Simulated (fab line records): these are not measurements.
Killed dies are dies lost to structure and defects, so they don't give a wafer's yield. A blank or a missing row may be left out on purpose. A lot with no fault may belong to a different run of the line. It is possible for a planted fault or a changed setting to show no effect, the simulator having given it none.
8D (eight disciplines) problem report, filled in by code | flow sky130 | the parts of the form that need people (team, actions taken, sign-off) are left out

== 1. WHAT IS WRONG ==
killed_at_M4_up at SKY_PAD_OPEN_PROBE_99 reads a mean of 47.2 on 6 wafers of 2 lots; wafers without a fault read 3.1 with a standard deviation of 1.5. Relative to the usual mean, that is a shift of +29 standard deviations.
The first sign was on wafer L648.1 at day 51 05:16, on prober-02. The record has a number at this step for 36 wafers belonging to 12 lots. The rule behind "out" and "out of limits": a value lying over 4 standard deviations away from the usual mean. All remaining wafers that have a number are taken as sound.

== 2. WHAT IT IS; WHAT IT IS NOT ==
question                    | is                     | is not
which readings at this step | killed_at_M4_up        | killed_at_contacts
which lots                  | L648, L649             | L633, L635, L636, L637, L639, L640, L641, L650, L651, L652
which wafers of those lots  | all that have a number | -
read on which tools         | prober-01, prober-02   | -
when                        | from day 51 05:16      | up to then (21 sound wafers); but 9 sound wafers of L650, L651, L652 came after

== 3. THE SUSPECTS, EACH WITH WHAT RULES IT OUT ==
Counting: a tool at any process step up to the reading remains a suspect when it ran all the lots that are out and ran no sound lot after the first of those.
- pvd_sputter-02 at SKY_METAL5_SPUTTER_04 (material TiN, target thk 70 nm, time 58.3 s): kept. It ran every lot that is out, first L648 (day 48 18:00), and no sound lot after that; its last sound lot up to then is L639 (day 45 22:10).
Left after counting: pvd_sputter-02 at SKY_METAL5_SPUTTER_04.

== 4. THE CAUSE (what the simulator had put in) ==
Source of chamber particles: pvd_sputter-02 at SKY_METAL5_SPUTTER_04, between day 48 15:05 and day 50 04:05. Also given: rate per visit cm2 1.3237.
This tool alone remained once counting was done.

== 5. THE CHAIN OF EFFECTS, in route order ==
One row per reading whose mean, taken over the struck wafers that have a number, lies over 3 standard deviations from the usual. Scope: only readings with a usual standard deviation given in the record; hours: median across lots of the time from each lot's start at the first step in this table that gives one to its start at this step; sigmas: change in usual standard deviations.
hours | step                  | reading              | usual  | on struck wafers | change | sigmas
0     | SKY_PAD_OPEN_PROBE_99 | defect_limited_yield | 82.6 % | 75.3             | -7.2   | -4.3
0     | SKY_PAD_OPEN_PROBE_99 | killed_at_M4_up      | 3.1    | 47.2             | +44.1  | +29
0     | SKY_PAD_OPEN_PROBE_99 | killed_dies          | 86     | 121              | +35    | +4.3
0     | SKY_PAD_OPEN_PROBE_99 | sort_bin_3_pad_short | 0.8 %  | 2.8              | +2.0   | +4.8
0     | SKY_PAD_OPEN_PROBE_99 | sort_bin_5_function  | 10.2 % | 15.0             | +4.8   | +3.7
0     | SKY_PAD_OPEN_PROBE_99 | sort_n_pass          | 406    | 371              | -35    | -4.3
0     | SKY_PAD_OPEN_PROBE_99 | sort_yield_pct       | 82.6 % | 75.3             | -7.2   | -4.3
Its process steps:
- SKY_PAD_OPEN_PROBE_99

== 6. WHAT WOULD HAVE CAUGHT IT SOONER ==
62 hours passed between the start of the fault at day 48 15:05 and the first reading out of limits in this record, taken at day 51 05:16.
An alarm limit of 4 standard deviations would not have fired on the tool readings at SKY_METAL5_SPUTTER_04 for which the record gives a usual standard deviation, since none of them was out on any struck wafer.
By day 51 05:16, every lot that is out (2) had started SKY_METAL5_SPUTTER_04 on pvd_sputter-02. None of them would have been spared by holding the tool at that moment.
